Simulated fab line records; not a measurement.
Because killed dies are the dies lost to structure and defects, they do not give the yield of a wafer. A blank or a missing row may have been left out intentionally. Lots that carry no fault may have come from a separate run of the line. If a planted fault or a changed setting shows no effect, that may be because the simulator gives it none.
fab line records	flow sky130
record lots=7	wafers=21	last_day=50
route steps=708 shown VIA3@589 METAL4@598 PAD_OPEN@708
lots that met no fault: from a run of the same line without faults
start_h: hours from the record's first day to the start of the lot's first wafer shown	wait_h: how many hours have passed since the lot's step before this one	" same as the row above	L1.1+2: a row that stands for several wafers	- no value, or no start was given	* or withheld: withheld	< > ~ a bound
route shown NAME@n: a module of which the file shows steps, and the number in the route of the first	usual: average and standard deviation across the fault-free wafers	same: alike in all rows	chamber/n: place in a boat	sites: each site's reading	_std_site: standard deviation across them	_edge_site: the outer-site mean with the inner-site mean subtracted	radius_mm: for every site, how far away it sits from the centre of the wafer	mask NAME#n: copy n	behind: tool/chamber where the wafer was last shaped	hold: why the lot went on hold/how many hours it stayed there/how the hold came to an end	device: the n, p or np transistor that did not switch	end of line: at the end of the route, the tests of the same wafers	where a step has no rows: the recipe by itself	killed: the dies lost at the first sort to structure and to defects; this is not the yield of the wafer	map: per-die view of a wafer (x killed, . not killed, _ where there is no die)
set.NAME: the run value of the setting; set.NAME@STEP: its run value at that earlier step	model.NAME: the simulator's own value behind a step, which no gauge read
lots at selected steps of the route; one table per step, one row per wafer
services: from which hour (start_h, from the record's first day; less than 0 if before it) a tool's chamber was out of use, for how many hours, and why
## steps
# step SKY_VIA3_STRIP_16
# recipe chemistry=O2/N2	power_w=1400	pressure_mtorr=1500	platen_temp_c=withheld	o2_flow_sccm=3000	n2_flow_sccm=300	overash_fraction=0.5
# usual drypump_motor_current_A=5.7/0.39	oes_product_au=0.402/0.0044	strip_time_to_endpoint_s=4.120/0.022
lot.wafer	tool	chamber	start_h	wait_h	drypump_motor_current_A	oes_product_au	rf_hours_counter_h	strip_time_to_endpoint_s
L247.1	plasma_asher-03	0	929.89	0.0	5.5	0.404	108	4.151
L247.4	"	1	"	"	5.8	0.400	-	4.125
L247.5	"	0	"	"	5.5	0.406	-	4.145
L249.1	plasma_asher-04	1	940.39	0.0	6.0	0.407	19	4.086
L249.5	"	0	"	"	6.1	0.394	-	4.115
L249.6	"	1	"	"	6.0	0.402	-	4.098
L254.3	plasma_asher-02	0	982.90	0.1	4.9	0.398	-	4.094
L254.4	"	1	"	"	5.6	0.399	-	4.124
L254.6	"	0	"	"	4.9	0.396	-	4.085
L255.1	plasma_asher-02	1	991.37	0.0	5.6	0.400	88	4.130
L255.2	"	0	"	"	5.0	0.396	88	4.136
L255.5	"	0	"	"	5.0	0.396	-	4.101
L257.2	plasma_asher-04	0	996.74	0.0	6.1	0.400	24	4.112
L257.5	"	0	"	"	6.1	0.401	-	4.142
L257.6	"	1	"	"	6.0	0.407	-	4.152
L264.2	plasma_asher-02	0	1055.64	0.0	5.0	0.405	94	4.141
L264.4	"	0	"	"	4.9	0.406	-	4.107
L264.6	"	1	"	"	5.6	0.398	-	4.131
L269.1	plasma_asher-04	0	1079.12	0.0	6.1	0.403	32	4.103
L269.4	"	0	"	"	6.1	0.401	-	4.112
L269.5	"	1	"	"	6.0	0.397	-	4.075
# step SKY_VIA3_STRIP_17
# recipe chemistry=post_etch_residue_remover	time_s=1200	temp_c=72.5
# step SKY_VIA3_CLEAN_18
# recipe chemistry=IPA	time_s=180	temp_c=25
# step SKY_VIA3_CLEAN_19
# recipe chemistry=O3/DIW	dry=n2_spin
# step SKY_VIA3_SPUTTER_20
# recipe material=TiN	target_thk_nm=20	chamber_pressure_pa=5	power_w=4000	time_s=80
# usual chamber_pressure_pa=5.000/0.0095	throttle_valve_pct=29.9/0.99
lot.wafer	tool	chamber	start_h	wait_h	chamber_pressure_pa	throttle_valve_pct
L247.1	pvd_sputter-02	-	930.49	0.0	5.009	30.0
L247.4	"	-	"	"	4.991	30.2
L247.5	"	-	"	"	4.986	30.1
L249.1	pvd_sputter-02	-	940.99	0.0	4.993	30.1
L249.5	"	-	"	"	5.017	29.8
L249.6	"	-	"	"	4.982	32.3
L254.3	pvd_sputter-02	-	983.48	0.0	5.001	30.0
L254.4	"	-	"	"	4.993	32.1
L254.6	"	-	"	"	5.011	32.2
L255.1	pvd_sputter-04	-	992.04	0.0	4.989	30.7
L255.2	"	-	"	"	5.002	29.2
L255.5	"	-	"	"	5.011	28.9
L257.2	pvd_sputter-02	-	997.34	0.0	4.991	29.8
L257.5	"	-	"	"	5.006	30.1
L257.6	"	-	"	"	4.995	30.2
L264.2	pvd_sputter-03	-	1056.24	0.0	5.001	28.1
L264.4	"	-	"	"	4.992	28.3
L264.6	"	-	"	"	4.999	29.9
L269.1	pvd_sputter-04	-	1079.78	0.0	4.996	29.5
L269.4	"	-	"	"	5.008	30.7
L269.5	"	-	"	"	4.988	29.7
# step SKY_VIA3_CVD_21
# recipe material=W	target_thk_nm=390	time_s=117.31	temp_c=400	pressure_torr=40
# step SKY_VIA3_RS_MEAS_22
# recipe thk_meas_gauge=four-point-probe	reads=W_of_VIA3_CVD_21+TiN_of_VIA3_SPUTTER_20
# usual VIA3_W_RS=0.2956/0.0028
lot.wafer	tool	chamber	start_h	wait_h	VIA3_W_RS[ohm/sq]
L247.1	film_metro-02	-	931.41	0.1	0.2932
L247.4	"	-	"	"	0.2995
L247.5	"	-	"	"	0.2988
L249.1	film_metro-04	-	941.17	0.1	0.2918
L249.5	"	-	"	"	0.2960
L249.6	"	-	"	"	0.2946
L254.3	film_metro-03	-	983.70	0.1	0.2928
L254.4	"	-	"	"	0.2937
L254.6	"	-	"	"	0.2953
L255.1	film_metro-02	-	992.22	0.1	0.2994
L255.2	"	-	"	"	0.2974
L255.5	"	-	"	"	0.2955
L257.2	film_metro-04	-	997.54	0.1	0.2940
L257.5	"	-	"	"	0.2957
L257.6	"	-	"	"	0.2942
L264.2	film_metro-03	-	1056.45	0.1	0.2928
L264.4	"	-	"	"	0.2961
L264.6	"	-	"	"	0.2937
L269.1	film_metro-04	-	1079.96	0.1	0.2974
L269.4	"	-	"	"	0.2978
L269.5	"	-	"	"	0.2985
# step SKY_VIA3_THK_MEAS_23
# recipe thk_meas_gauge=xrf	reads=W_of_VIA3_CVD_21
# usual VIA3_W_THK=401/7.5
lot.wafer	tool	chamber	start_h	wait_h	VIA3_W_THK[nm]
L247.1	film_metro-02	-	931.53	0.1	409
L247.4	"	-	"	"	399
L247.5	"	-	"	"	402
L249.1	film_metro-04	-	941.29	0.1	403
L249.5	"	-	"	"	394
L249.6	"	-	"	"	396
L254.3	film_metro-03	-	983.80	0.1	415
L254.4	"	-	"	"	413
L254.6	"	-	"	"	411
L255.1	film_metro-02	-	992.34	0.1	400
L255.2	"	-	"	"	402
L255.5	"	-	"	"	402
L257.2	film_metro-04	-	997.65	0.1	394
L257.5	"	-	"	"	394
L257.6	"	-	"	"	396
L264.2	film_metro-03	-	1056.56	0.1	409
L264.4	"	-	"	"	409
L264.6	"	-	"	"	408
L269.1	film_metro-04	-	1080.08	0.1	392
L269.4	"	-	"	"	391
L269.5	"	-	"	"	390
# step SKY_VIA3_CMP_24
# recipe stop_on=SiO2	t_overpolish_s=20	down_force_psi=3.5	platen_rpm=60	target_thk_nm=0	pad_velocity_m_s=0.94248
# usual motor_current_A=10.6/0.91	overpolish_run_s=20.000/0.0088	time_to_endpoint_s=94.2/2.8
lot.wafer	tool	chamber	start_h	wait_h	motor_current_A	overpolish_run_s	time_to_endpoint_s
L247.4	cmp-01	0	931.67	0.1	11.6	20.002	87.9
L247.1	"	2	"	"	10.1	20.001	91.5
L247.5	"	0	"	"	11.7	20.018	88.2
L249.1	cmp-02	3	941.40	0.1	9.1	19.995	96.7
L249.6	"	2	"	"	11.8	20.006	95.0
L249.5	"	3	"	"	9.4	19.998	94.4
L254.3	cmp-01	3	983.84	0.0	10.1	19.985	96.2
L254.4	"	2	"	"	9.7	19.994	95.8
L254.6	"	0	"	"	12.6	20.016	96.7
L255.2	cmp-01	3	992.50	0.1	10.8	20.025	98.4
L255.1	"	0	"	"	11.6	19.990	97.4
L255.5	"	2	"	"	9.8	19.985	97.0
L257.2	cmp-01	0	997.75	0.1	11.7	19.994	98.7
L257.6	"	3	"	"	10.9	19.992	96.0
L257.5	"	0	"	"	11.9	20.000	97.3
L264.4	cmp-01	3	1056.61	0.0	10.0	20.005	92.4
L264.2	"	1	"	"	11.2	19.991	94.0
L264.6	"	0	"	"	12.2	20.004	93.1
L269.4	cmp-02	0	1080.19	0.1	11.0	19.990	90.4
L269.1	"	2	"	"	11.1	19.991	93.3
L269.5	"	3	"	"	8.5	19.985	91.2
# step SKY_METAL4_SPUTTER_00
# recipe material=Ti	target_thk_nm=15	power_w=3000	time_s=10	chamber_pressure_pa=0.4
# step SKY_METAL4_SPUTTER_01
# recipe material=TiN	target_thk_nm=20	power_w=6500	time_s=16.7	chamber_pressure_pa=0.4
# usual chamber_pressure_pa=0.4000/0.0011	throttle_valve_pct=30.0/0.98
lot.wafer	tool	chamber	start_h	wait_h	chamber_pressure_pa	throttle_valve_pct
L247.1	pvd_sputter-01	-	931.99	0.0	0.4010	30.6
L247.4	"	-	"	"	0.4001	29.6
L247.5	"	-	"	"	0.4020	30.7
L249.1	pvd_sputter-01	-	941.67	0.0	0.4003	29.6
L249.5	"	-	"	"	0.4003	29.7
L249.6	"	-	"	"	0.3989	29.0
L254.3	pvd_sputter-01	-	984.16	0.0	0.3993	29.5
L254.4	"	-	"	"	0.4012	28.9
L254.6	"	-	"	"	0.3998	29.6
L255.1	pvd_sputter-01	-	992.73	0.0	0.3995	30.1
L255.2	"	-	"	"	0.3997	29.6
L255.5	"	-	"	"	0.4001	29.8
L257.2	pvd_sputter-01	-	998.02	0.0	0.4007	28.8
L257.5	"	-	"	"	0.3996	29.0
L257.6	"	-	"	"	0.4002	29.9
L264.2	pvd_sputter-02	-	1056.93	0.0	0.3997	30.1
L264.4	"	-	"	"	0.3992	29.9
L264.6	"	-	"	"	0.3994	32.2
L269.1	pvd_sputter-03	-	1080.47	0.0	0.4079	30.1
L269.4	"	-	"	"	0.3993	30.0
L269.5	"	-	"	"	0.3999	29.0
# step SKY_METAL4_SPUTTER_02
# recipe material=AlCu	target_thk_nm=735	power_w=10600	time_s=39.1	chamber_pressure_pa=0.4
# step SKY_METAL4_SPUTTER_03
# recipe material=Ti	target_thk_nm=5	power_w=3000	time_s=3.3	chamber_pressure_pa=0.4
# usual chamber_pressure_pa=0.3999/0.00079	throttle_valve_pct=30.0/0.99
lot.wafer	tool	chamber	start_h	wait_h	chamber_pressure_pa	throttle_valve_pct
L247.1	pvd_sputter-01	-	932.06	0.0	0.3998	30.5
L247.4	"	-	"	"	0.4003	29.3
L247.5	"	-	"	"	0.4000	30.7
L249.1	pvd_sputter-01	-	941.74	0.0	0.4005	29.4
L249.5	"	-	"	"	0.3997	29.8
L249.6	"	-	"	"	0.4003	28.6
L254.3	pvd_sputter-01	-	984.23	0.0	0.3510	31.8
L254.4	"	-	"	"	0.3502	30.9
L254.6	"	-	"	"	0.3508	31.7
L255.1	pvd_sputter-01	-	992.79	0.0	0.3500	31.9
L255.2	"	-	"	"	0.3512	31.6
L255.5	"	-	"	"	0.3495	31.7
L257.2	pvd_sputter-01	-	998.09	0.0	0.3510	30.8
L257.5	"	-	"	"	0.3499	31.0
L257.6	"	-	"	"	0.3511	31.7
L264.2	pvd_sputter-02	-	1056.99	0.0	0.3993	30.3
L264.4	"	-	"	"	0.3997	30.1
L264.6	"	-	"	"	0.4000	32.1
L269.1	pvd_sputter-03	-	1080.53	0.0	0.4001	30.1
L269.4	"	-	"	"	0.4007	30.1
L269.5	"	-	"	"	0.3998	28.8
# step SKY_METAL4_SPUTTER_04
# recipe material=TiN	target_thk_nm=70	power_w=6500	time_s=58.3	chamber_pressure_pa=0.4
# usual chamber_pressure_pa=0.4000/0.00071	throttle_valve_pct=30.0/0.98
lot.wafer	tool	chamber	start_h	wait_h	chamber_pressure_pa	throttle_valve_pct
L247.1	pvd_sputter-01	-	932.08	0.0	0.4001	30.7
L247.4	"	-	"	"	0.4005	29.7
L247.5	"	-	"	"	0.3991	30.5
L249.1	pvd_sputter-01	-	941.75	0.0	0.3996	29.6
L249.5	"	-	"	"	0.4006	29.4
L249.6	"	-	"	"	0.4003	29.0
L254.3	pvd_sputter-01	-	984.25	0.0	0.4002	29.3
L254.4	"	-	"	"	0.3989	28.7
L254.6	"	-	"	"	0.4006	29.7
L255.1	pvd_sputter-01	-	992.81	0.0	0.4004	29.6
L255.2	"	-	"	"	0.4005	29.4
L255.5	"	-	"	"	0.4012	29.8
L257.2	pvd_sputter-01	-	998.10	0.0	0.4010	28.7
L257.5	"	-	"	"	0.3995	28.8
L257.6	"	-	"	"	0.3999	30.0
L264.2	pvd_sputter-02	-	1057.01	0.0	0.4004	29.8
L264.4	"	-	"	"	0.4002	30.0
L264.6	"	-	"	"	0.4003	32.2
L269.1	pvd_sputter-03	-	1080.55	0.0	0.3992	30.1
L269.4	"	-	"	"	0.3989	30.2
L269.5	"	-	"	"	0.3997	29.0
# step SKY_PAD_OPEN_PROBE_99
# usual defect_limited_yield=82.4/2.1	killed_at_M0_to_M3=44/7	killed_at_M4_up=3.0/1.9	killed_at_contacts=24/5.4	killed_at_front_end=15/4.6	killed_at_other=0.3/0.5	killed_dies=87/10	killed_open=47/7	killed_short=40/6.2	sort_bin_3_pad_short=0.9/0.5	sort_bin_5_function=10.4/1.4	sort_bin_6_memory=6.3/1.2	sort_n_pass=405/10	sort_yield_pct=82.4/2.1
# same gross_dies=492	killed_at_back_side=0	sort_bin_4_leakage[%]=0	sort_bin_8_speed[%]=0
lot.wafer	tool	chamber	start_h	wait_h	defect_limited_yield[%]	killed_at_M0_to_M3	killed_at_M4_up	killed_at_contacts	killed_at_front_end	killed_at_other	killed_dies	killed_open	killed_short	sort_bin_3_pad_short[%]	sort_bin_5_function[%]	sort_bin_6_memory[%]	sort_n_pass	sort_yield_pct[%]
L247.1	prober-01	-	1076.70	0.1	81.5	47	2	30	11	1	91	52	39	1.6	9.1	7.7	401	81.5
L247.4	prober-01	-	1076.85	0.2	82.1	41	2	22	23	0	88	46	42	0.6	9.8	7.5	404	82.1
L247.5	prober-01	-	1076.90	0.2	83.5	37	6	22	16	0	81	33	48	1.2	12.0	3.3	411	83.5
L249.1	prober-01	-	1085.15	0.1	81.7	38	5	28	19	0	90	51	39	0.4	11.6	6.3	402	81.7
L249.5	prober-01	-	1085.35	0.2	81.7	47	5	25	13	0	90	52	38	0.8	10.0	7.5	402	81.7
L249.6	prober-01	-	1085.40	0.2	80.5	54	1	29	12	0	96	52	44	0.4	12.0	7.1	396	80.5
L254.3	prober-02	-	1120.65	0.2	84.3	33	4	28	12	0	77	39	38	1.0	7.7	6.9	415	84.3
L254.4	prober-02	-	1120.70	0.2	82.3	43	1	31	12	0	87	45	42	1.0	10.2	6.5	405	82.3
L254.6	prober-02	-	1120.80	0.2	80.3	42	6	34	15	0	97	56	41	0.4	13.2	6.1	395	80.3
L255.1	prober-01	-	1128.11	0.1	82.1	52	1	17	18	0	88	44	44	0.8	10.0	7.1	404	82.1
L255.2	prober-01	-	1128.16	0.1	84.3	34	4	24	15	0	77	38	39	1.6	7.5	6.5	415	84.3
L255.5	prober-01	-	1128.31	0.2	81.9	42	4	30	13	0	89	46	43	1.8	11.0	5.3	403	81.9
L257.2	prober-02	-	1131.10	0.1	82.5	44	1	24	17	0	86	51	35	0.6	9.8	7.1	406	82.5
L257.5	prober-02	-	1131.25	0.2	81.3	48	6	24	14	0	92	47	45	1.2	9.3	8.1	400	81.3
L257.6	prober-02	-	1131.30	0.2	81.7	36	1	34	18	1	90	51	39	2.2	10.6	5.5	402	81.7
L264.2	prober-02	-	1179.90	0.1	85.6	36	2	15	18	0	71	34	37	0.4	9.6	4.5	421	85.6
L264.4	prober-02	-	1180.00	0.2	82.3	42	2	32	11	0	87	48	39	1.4	11.2	5.1	405	82.3
L264.6	prober-02	-	1180.10	0.2	82.7	41	2	28	14	0	85	44	41	1.0	7.7	8.5	407	82.7
L269.1	prober-02	-	1197.22	0.1	77.4	58	8	33	11	1	111	52	59	1.0	13.2	8.3	381	77.4
L269.4	prober-02	-	1197.37	0.2	82.3	43	0	21	23	0	87	41	46	1.0	10.4	6.3	405	82.3
L269.5	prober-02	-	1197.42	0.2	83.1	51	1	19	12	0	83	46	37	1.0	11.2	4.7	409	83.1
# killed by level:class
L247.1 CONTACT:geometric_particle:open=13 VIA2:geometric_particle:open=7 METAL2:geometric_particle:short=7 VIA3:geometric_particle:open=7 VIA1:geometric_particle:open=6 LI_CONTACT:geometric_particle:open=5 LOCAL_INTERCONNECT:geometric_particle:short=5 VIA1:geometric_particle:short=5
L247.4 VIA3:geometric_particle:short=8 FIELD_ISO:geometric_particle:open=7 VIA1:geometric_particle:open=6 VIA2:geometric_particle:open=6 VIA3:geometric_particle:open=6 FIELD_ISO:geometric_particle:short=5 LI_CONTACT:geometric_particle:open=5 LOCAL_INTERCONNECT:geometric_particle:short=5
L247.5 LOCAL_INTERCONNECT:geometric_particle:short=7 METAL2:geometric_particle:short=7 METAL4:geometric_particle:short=6 FIELD_ISO:geometric_particle:short=5 LI_CONTACT:geometric_particle:open=5 CONTACT:geometric_particle:open=5 VIA1:geometric_particle:open=5 VIA2:geometric_particle:short=5
L249.1 LI_CONTACT:geometric_particle:open=11 METAL2:geometric_particle:short=10 CONTACT:geometric_particle:open=8 FIELD_ISO:geometric_particle:short=5 VIA1:geometric_particle:open=5 VIA2:geometric_particle:open=5 FIELD_ISO:geometric_particle:open=4 SPACER:geometric_particle:open=4
L249.5 VIA1:geometric_particle:open=13 LI_CONTACT:geometric_particle:open=10 CONTACT:geometric_particle:open=8 METAL1:geometric_particle:short=7 VIA3:geometric_particle:open=6 METAL4:geometric_particle:short=5 METAL2:geometric_particle:short=4 VIA2:geometric_particle:open=4
L249.6 CONTACT:geometric_particle:open=12 METAL1:geometric_particle:short=12 VIA3:geometric_particle:open=10 VIA1:geometric_particle:open=9 LI_CONTACT:geometric_particle:open=7 VIA2:geometric_particle:open=7 LOCAL_INTERCONNECT:geometric_particle:short=5 VIA1:geometric_particle:short=5
L254.3 CONTACT:geometric_particle:open=10 LI_CONTACT:geometric_particle:open=8 FIELD_ISO:geometric_particle:short=6 VIA1:geometric_particle:open=6 METAL2:geometric_particle:short=5 METAL1:geometric_particle:short=5 VIA2:geometric_particle:open=5 LOCAL_INTERCONNECT:geometric_particle:short=4
L254.4 VIA1:geometric_particle:open=10 CONTACT:geometric_particle:open=8 VIA2:geometric_particle:open=8 FIELD_ISO:geometric_particle:short=6 LI_CONTACT:geometric_particle:short=6 METAL1:geometric_particle:short=6 LI_CONTACT:geometric_particle:open=5 LOCAL_INTERCONNECT:geometric_particle:short=5
L254.6 CONTACT:geometric_particle:open=16 VIA1:geometric_particle:open=12 VIA3:geometric_particle:open=7 LOCAL_INTERCONNECT:geometric_particle:short=7 METAL1:geometric_particle:short=7 CONTACT:geometric_particle:short=6 POLY_GATE:geometric_particle:open=4 VIA2:geometric_particle:open=4
L255.1 CONTACT:geometric_particle:open=8 VIA1:geometric_particle:open=8 CONTACT:geometric_particle:short=6 METAL3:geometric_particle:short=6 VIA2:geometric_particle:short=6 VIA2:geometric_particle:open=6 VIA3:geometric_particle:open=6 POLY_GATE:geometric_particle:short=5
L255.2 CONTACT:geometric_particle:short=7 CONTACT:geometric_particle:open=7 VIA2:geometric_particle:open=7 METAL2:geometric_particle:short=6 LI_CONTACT:geometric_particle:open=5 VIA1:geometric_particle:short=5 VIA1:geometric_particle:open=5 FIELD_ISO:geometric_particle:short=4
L255.5 VIA1:geometric_particle:open=9 VIA2:geometric_particle:open=9 LI_CONTACT:geometric_particle:open=8 CONTACT:geometric_particle:open=8 CONTACT:geometric_particle:short=7 VIA1:geometric_particle:short=5 METAL2:geometric_particle:short=5 FIELD_ISO:geometric_particle:open=4
L257.2 VIA1:geometric_particle:open=13 VIA3:geometric_particle:open=8 CONTACT:geometric_particle:open=7 VIA1:geometric_particle:short=6 FIELD_ISO:geometric_particle:open=5 VIA2:geometric_particle:open=5 LOCAL_INTERCONNECT:geometric_particle:short=5 POLY_GATE:geometric_particle:open=4
L257.5 VIA1:geometric_particle:open=16 CONTACT:geometric_particle:open=8 VIA1:geometric_particle:short=8 METAL2:geometric_particle:short=6 POLY_GATE:geometric_particle:short=5 LOCAL_INTERCONNECT:geometric_particle:short=5 LI_CONTACT:geometric_particle:open=4 VIA2:geometric_particle:short=4
L257.6 CONTACT:geometric_particle:open=18 VIA1:geometric_particle:open=11 FIELD_ISO:geometric_particle:short=8 LI_CONTACT:geometric_particle:open=6 CONTACT:geometric_particle:short=6 VIA1:geometric_particle:short=5 FIELD_ISO:geometric_particle:open=4 VIA3:geometric_particle:open=4
L264.2 FIELD_ISO:geometric_particle:short=7 VIA2:geometric_particle:open=6 LI_CONTACT:geometric_particle:open=5 CONTACT:geometric_particle:open=4 METAL2:geometric_particle:short=4 VIA1:geometric_particle:open=4 VIA2:geometric_particle:short=4 POLY_GATE:geometric_particle:short=3
L264.4 CONTACT:geometric_particle:open=13 LI_CONTACT:geometric_particle:open=11 VIA1:geometric_particle:short=9 VIA1:geometric_particle:open=9 METAL2:geometric_particle:short=6 VIA2:geometric_particle:open=6 POLY_GATE:geometric_particle:short=5 METAL3:geometric_particle:short=4
L264.6 CONTACT:geometric_particle:open=13 FIELD_ISO:geometric_particle:short=7 VIA1:geometric_particle:short=7 METAL1:geometric_particle:short=6 VIA1:geometric_particle:open=6 FIELD_ISO:geometric_particle:open=5 LI_CONTACT:geometric_particle:short=5 LI_CONTACT:geometric_particle:open=5
L269.1 VIA1:geometric_particle:open=13 METAL2:geometric_particle:short=13 LI_CONTACT:geometric_particle:open=12 CONTACT:geometric_particle:short=9 CONTACT:geometric_particle:open=8 VIA1:geometric_particle:short=8 METAL4:geometric_particle:short=6 FIELD_ISO:geometric_particle:short=4
L269.4 VIA1:geometric_particle:open=9 FIELD_ISO:geometric_particle:short=7 CONTACT:geometric_particle:open=7 POLY_GATE:geometric_particle:short=5 METAL2:geometric_particle:short=5 VIA3:geometric_particle:short=5 FIELD_ISO:geometric_particle:open=4 POLY_GATE:geometric_particle:open=4
L269.5 VIA1:geometric_particle:open=11 CONTACT:geometric_particle:open=9 VIA3:geometric_particle:open=6 METAL1:geometric_particle:short=6 VIA2:geometric_particle:open=6 LI_CONTACT:geometric_particle:open=5 METAL2:geometric_particle:short=5 FIELD_ISO:geometric_particle:open=4
## services
tool	chamber	start_h	hours	kind
cmp-02	-	912.07	4.0	pm
cmp-02	-	916.07	-	consumable_replace:conditioner
cmp-02	-	916.07	-	consumable_replace:pad
plasma_asher-04	-	923.37	15.6	pm
cmp-02	-	923.91	3.1	repair
cmp-01	-	972.43	1.9	repair
plasma_asher-02	-	975.85	6.1	repair
pvd_sputter-03	-	991.75	2.1	repair
cmp-02	-	994.06	6.5	pm
pvd_sputter-01	-	1008.20	1.7	repair
cmp-02	-	1008.70	4.6	pm
cmp-02	-	1031.77	11.5	pm
plasma_asher-03	-	1055.28	9.0	pm
plasma_asher-03	0	1055.28	9.0	vent_cycle
plasma_asher-03	1	1055.28	9.0	vent_cycle
plasma_asher-03	0	1064.28	-	clean
plasma_asher-03	1	1064.28	-	clean
pvd_sputter-01	-	1070.65	1.8	repair
## key
first_sign step=SKY_METAL4_SPUTTER_03	reading=chamber_pressure_pa	direction=down	sigmas=62	usual=0.3999	struck=0.3505
effect step=SKY_METAL4_SPUTTER_03	reading=throttle_valve_pct	direction=up	sigmas=1.5	usual=30.0	struck=31.4
met_at SKY_METAL4_SPUTTER_03
struck_wafers L254.3,L254.4,L254.6,L255.1,L255.2,L255.5,L257.2,L257.5,L257.6
onset_between 941.74 984.23
fault kind=process_parameter_drift	tool=pvd_sputter-01	chamber=-	onset_h=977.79	steps=SKY_METAL4_SPUTTER_03	channel=chamber_pressure_pa	offset=-0.049593	shape=step	end_h=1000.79	acts_in=these_recipes_only	stated=0.4
